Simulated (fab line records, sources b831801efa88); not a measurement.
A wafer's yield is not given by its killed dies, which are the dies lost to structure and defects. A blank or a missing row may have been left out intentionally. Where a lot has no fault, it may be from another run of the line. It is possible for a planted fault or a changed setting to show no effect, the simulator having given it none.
A struck lot beside a sound one :: flow sky130 :: 18 steps out of a route of 708
Sound: these wafers, L891.2, L891.4, L891.5. The struck wafers were L899.2, L899.5, L899.6. The cause comes at the end.
For every step that has rows: the tool of each side, followed by ch and its chambers, followed by its first start. Under that, the readings that differ: sound wafers :: struck wafers :: difference of the means :: sigmas: that difference in standard deviations of wafers without a fault.
alike: a reading whose means differ by less than 2 such deviations, as well as words and numbers matching on both sides. not compared: withheld readings; readings where some wafer has no value; bounds like >300 that might hide an equal value; numbers whose values overlap and for which the record gives no deviation.
The two part at a step that has a row with sigmas, a row that says differs or no value, or rows on one side only. When numbers do not overlap yet have no deviation, they are printed without sigmas and do not part them. Lack of a reading on every wafer of one side parts them only where that side has two or more wafers.

first, 1 step without rows for these wafers: SKY_LDD_P_DEVELOP_06 (develop time 60 s).
SKY_LDD_P_CD_MEAS_07: target cd 380 nm.
  sound on cdSem-02, day 22 10:45; struck on cdSem-01, day 26 02:22
  alike: cdNm
SKY_LDD_P_OVL_MEAS_08:
  sound on overlay-02, day 22 10:53; struck on overlay-02, day 26 02:29
  alike: LDD_P_OVL
after that, 1 step had no rows for these wafers: SKY_LDD_P_IMPLANT_09.
SKY_LDD_P_STRIP_10: strips in O2/N2.
  sound on plasmaAsher-01 ch 0,1, day 22 11:04; struck on plasmaAsher-01 ch 0,1, day 26 02:40
  alike: drypumpMotorCurrentA, n2FlowSccm, oesProductAu, stripTimeToEndpointS
  not compared: rfHoursCounterH
SKY_LDD_P_TW_MEAS_11:
  sound on filmMetro-04, day 22 11:11; struck on filmMetro-03, day 26 02:46
  alike: LDD_P_TW
then, 6 steps without rows for these wafers: SKY_LDD_HVN_DEHYDRATE_00 (time 60 s); SKY_LDD_HVN_HMDS_01 (prime time 60 s); SKY_LDD_HVN_COAT_02 (resist thk 300 nm); SKY_LDD_HVN_SOFTBAKE_03 (time 60 s); SKY_LDD_HVN_EXPOSE_04 (exposes mask HVNTM, target cd 700 nm); SKY_LDD_HVN_PEB_05.
SKY_LDD_HVN_DEVELOP_06: develop time 60 s.
  sound on lithoTrack-03 ch 0, day 23 16:49; struck on lithoTrack-01 ch 0, day 27 02:46
SKY_LDD_HVN_OVL_MEAS_07:
  sound on overlay-01, day 23 16:56; struck on overlay-02, day 27 02:55
  alike: LDD_HVN_OVL
after that, 1 step had no rows for these wafers: SKY_LDD_HVN_IMPLANT_08.
SKY_LDD_HVN_STRIP_09: strips in O2/N2.
  sound on plasmaAsher-02 ch 0,1, day 23 17:07; struck on plasmaAsher-03 ch 0,1, day 27 03:05
  alike: drypumpMotorCurrentA, n2FlowSccm, oesProductAu, stripTimeToEndpointS
  not compared: rfHoursCounterH
SKY_LDD_HVN_TW_MEAS_10:
  sound on filmMetro-02, day 23 17:14; struck on filmMetro-01, day 27 03:12
reading: LDD_HVN_TW
sound: 1419 1405 1419
struck: 1314 1311 1307
difference: -104
sigmas: -9
then, 1 step without rows for these wafers: SKY_LDD_HVP_DEHYDRATE_00 (time 60 s).

== WHERE THEY PART ==
Within this record, at SKY_LDD_HVN_TW_MEAS_10 only.

WHY: what the simulator had put in
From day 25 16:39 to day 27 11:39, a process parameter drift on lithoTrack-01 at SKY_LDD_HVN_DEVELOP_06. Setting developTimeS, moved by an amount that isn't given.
